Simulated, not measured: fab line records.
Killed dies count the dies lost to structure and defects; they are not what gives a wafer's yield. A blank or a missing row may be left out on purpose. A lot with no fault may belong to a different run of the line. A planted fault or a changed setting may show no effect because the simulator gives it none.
Which of the tools did it? | flow sky130 | at 1 step of a route of 708, 6 lots with 18 wafers sampled

WHAT EACH GAUGE READ, for each wafer
SKY_VIA3_BOW_MEAS_03.
lot  | measured     | on           | VIA3_BOW (um)
L792 | day 38 11:06 | filmMetro-01 | 71 83 84
L796 | day 40 12:09 | filmMetro-02 | 89 89 90
L800 | day 41 06:20 | filmMetro-01 | 84 85 84
L803 | day 42 03:16 | filmMetro-04 | 90 92 89
L810 | day 44 08:25 | filmMetro-01 | 84 66 91
L813 | day 45 02:42 | filmMetro-01 | 80 83 64

TOOL THAT RAN EACH LOT (tool first, then ch and the chambers of the sampled wafers, then the start)
There is no process step in the record ahead of these readings.

THE ANSWER, worked out from the rows above alone
Rule: usual is defined by the lots themselves. The widest of any qualifying gaps counts: lots, ordered by their means at a reading, are off when they make up no more than a third of the lots, leave a main group of 4 or more, and stand apart from it by 3 or more times the standard deviation of that group's means. A main group whose means are all the same, to the digits that the tables above print for the reading, isn't used. Also off: a lot with no number at a reading for which 4 or more lots have one. The other lots that the step has rows for count as sound.
Across all readings shown, no lot is off: no conclusion can be drawn from this.

WHAT THE SIMULATOR HAD INSERTED
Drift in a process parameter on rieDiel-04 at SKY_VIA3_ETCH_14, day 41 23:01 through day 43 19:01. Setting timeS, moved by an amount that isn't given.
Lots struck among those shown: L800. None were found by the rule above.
